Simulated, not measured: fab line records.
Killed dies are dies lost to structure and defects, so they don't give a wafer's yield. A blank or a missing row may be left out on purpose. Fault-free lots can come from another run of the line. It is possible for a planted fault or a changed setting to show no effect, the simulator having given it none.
Which tool did it?	flow gf180mcu	Sampling: 6 lots, 17 wafers, 4 of 602 route steps

== WHAT THE GAUGES READ, wafer by wafer ==
GF_HV_LDD_CD_MEAS_07: target cd 400 nm.
lot	measured	on	cd nm (nm)
L700	day 10 06:59	cd sem-02	400.9 401.9 402.0
L703	day 11 05:05	cd sem-02	398.4 397.1 397.4
L705	day 11 18:13	cd sem-01	402.2 401.6 403.4
L707	day 12 12:54	cd sem-01	402.3 400.7 400.0
L714	day 14 15:15	cd sem-01	414.7 405.0 414.8 405.1
L720	day 16 08:35	cd sem-01	396.0 397.7 397.4

== EACH LOT AND THE TOOL THAT RAN IT (in order: tool; ch and the chambers of the sampled wafers; start) ==
lot	GF_VT_IMPLANT_RTA_45	GF_POLY_GATE_ETCH_12	GF_HV_LDD_DEVELOP_06
L700	rtp anneal-01 ch 0, day 7 19:32	rie diel-02 ch 1,2, day 9 11:19	litho track-01 ch 0, day 10 06:50
L703	rtp anneal-02 ch 0, day 8 15:11	rie diel-04 ch 0,1,3, day 10 07:34	litho track-02 ch 0, day 11 04:57
L705	rtp anneal-01 ch 0, day 9 05:34	rie diel-02 ch 1,3, day 10 22:55	litho track-03 ch 0, day 11 18:04
L707	rtp anneal-02 ch 0, day 9 22:02	rie diel-02 ch 0,2, day 11 15:40	litho track-01 ch 0, day 12 12:45
L714	rtp anneal-02 ch 0, day 11 21:05	rie diel-03 ch 0,1, day 13 17:14	litho track-03 ch 0, day 14 15:07
L720	rtp anneal-02 ch 0, day 13 08:37	rie diel-02 ch 0,1, day 15 07:44	litho track-01 ch 0, day 16 08:26
- GF_VT_IMPLANT_RTA_45: time 30 s.
- GF_POLY_GATE_ETCH_12: etches BARC in N2/H2.
- GF_HV_LDD_DEVELOP_06: develop time 60 s.

== THE ANSWER, worked out from the rows above alone ==
Rule: what is usual is taken from the lots themselves. Put in order of their means at a reading, lots are off if they are a third of the lots or fewer, leave a main group of 4 or more, and stand apart from it by a gap of 3 or more times the standard deviation of the main group's means; of several such gaps the widest counts. A main group is skipped when, at the precision printed for the reading in the tables above, its means are all equal. Also off: a lot with no number at a reading for which 4 or more lots have one. Any other lot the step has rows for is counted as sound.
Off, at GF_HV_LDD_CD_MEAS_07 on cd nm: L714. The main group: mean 399.9 nm, standard deviation 2.2.
If a tool, at a process step before that reading, ran all the lots that are off and no sound lot after the first of them, it fits. Gauges at GF_HV_LDD_CD_MEAS_07: tried the same way as those tools. This does not decide it: 2 tools fit, namely rie diel-03 at GF_POLY_GATE_ETCH_12 and litho track-03 at GF_HV_LDD_DEVELOP_06.

== WHAT WAS PUT IN BY THE SIMULATOR ==
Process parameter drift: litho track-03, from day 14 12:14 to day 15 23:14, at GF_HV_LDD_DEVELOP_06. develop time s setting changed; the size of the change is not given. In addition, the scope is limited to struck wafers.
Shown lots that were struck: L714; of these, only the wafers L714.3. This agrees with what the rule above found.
